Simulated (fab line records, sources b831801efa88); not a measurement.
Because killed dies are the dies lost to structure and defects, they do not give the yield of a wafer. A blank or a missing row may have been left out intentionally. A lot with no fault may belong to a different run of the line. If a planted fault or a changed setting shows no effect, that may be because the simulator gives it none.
Struck lot and sound lot, side by side -- flow sfq-line -- 13 steps out of a route of 325
Sound: these wafers, L641.2, L641.3, L641.4. Struck: wafers L649.1, L649.5 (left out: L649.2, a lot-mate that was not struck); the cause follows at the end.
Each step with rows lists, per side, the tool, then ch with its chambers, then its first start. Under that, the readings that differ: sound wafers -- struck wafers -- difference of the means -- sigmas: that difference in standard deviations of wafers without a fault.
alike: readings whose means differ by less than 2 such deviations, and words and numbers that are the same on both sides. not compared: withheld readings, readings that some wafer has no value for, bounds like >300 that may hide the same value, and numbers for which the record gives no deviation and whose values overlap.
A row with sigmas, a row that says differs or no value, or rows on one side alone: a step with any of these is where the two part. Numbers that don't overlap but have no deviation are shown without sigmas and don't part them. A reading that every wafer of one side lacks parts them only if that side has two wafers or more.

first, 1 step without rows for these wafers: SFQ_TRILAYER_M0_DEP_PRE_CLEAN_020 (time 15 s).
SFQ_TRILAYER_M0_DEP_SPUTTER_019: material Nb, target thk 200 nm, time 133.3 s.
  sound: pvd-sputter-05 at day 9 13:51; struck: pvd-sputter-03 at day 12 00:52
  alike: throttle-valve-pct
SFQ_M0_RS_MEAS_904: a four-point-probe measurement.
  sound: film-metro-01 at day 9 13:58; struck: film-metro-02 at day 12 00:57
  alike: M0_NB_RS
then, 6 steps without rows for these wafers: SFQ_TRILAYER_M0_LITHO_COAT_026 (resist thk 62 nm); SFQ_TRILAYER_M0_LITHO_COAT_021 (resist thk 600 nm); SFQ_TRILAYER_M0_LITHO_SOFTBAKE_025; SFQ_TRILAYER_M0_LITHO_EXPOSE_022 (exposes mask M0, target cd 500 nm); SFQ_TRILAYER_M0_LITHO_PEB_024 (peb time 60 s); SFQ_TRILAYER_M0_LITHO_DEVELOP_023 (time 60 s).
-- the record jumps here: 5 days lie between the struck wafers' starts before and after --
SFQ_M0_OVL_MEAS_906:
  sound: overlay-01 at day 13 14:17; struck: overlay-01 at day 16 21:22
  alike: M0_OVL
SFQ_TRILAYER_M0_BARC_OPEN_METAL_ETCH_031: etches BARC in O2, target depth 125 nm, time 41.7 s.
  sound on rie-metal-01 ch 0, day 13 14:20; struck on rie-metal-01 ch 0, day 16 21:25
  alike: chamber-pressure-mTorr, drypump-motor-current-A, he-backside-leak-sccm, oes-product-au
  not compared: rf-hours-counter-h
SFQ_TRILAYER_M0_ETCH_METAL_ETCH_024: etches Nb in Cl2/Ar, stops on SiO2, target depth 240 nm, time 120 s.
  sound on rie-metal-01 ch 0, day 13 14:29; struck on rie-metal-01 ch 0, day 16 21:28
reading,sound,struck,difference,sigmas
chamber-pressure-mTorr (mTorr),10.003 9.995 10.009,11.993 11.999,+1.994,+99 or more
  alike: drypump-motor-current-A, he-backside-leak-sccm, oes-product-au
  not compared: rf-hours-counter-h
SFQ_TRILAYER_M0_STRIP_STRIP_025: strips in O2.
  sound on rie-metal-01 ch 0, day 13 14:53; struck on rie-metal-01 ch 0, day 16 21:35
  alike: drypump-motor-current-A, he-backside-leak-sccm, oes-product-au
  not compared: rf-hours-counter-h

WHERE THEY PART
Only at SFQ_TRILAYER_M0_ETCH_METAL_ETCH_024, as far as this record shows. Later steps at which nothing parts them and some readings are alike: SFQ_TRILAYER_M0_STRIP_STRIP_025.

WHY: the cause the simulator had injected
rie-metal-01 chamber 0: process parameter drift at SFQ_TRILAYER_M0_ETCH_METAL_ETCH_024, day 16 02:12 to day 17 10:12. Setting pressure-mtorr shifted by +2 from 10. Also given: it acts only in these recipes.
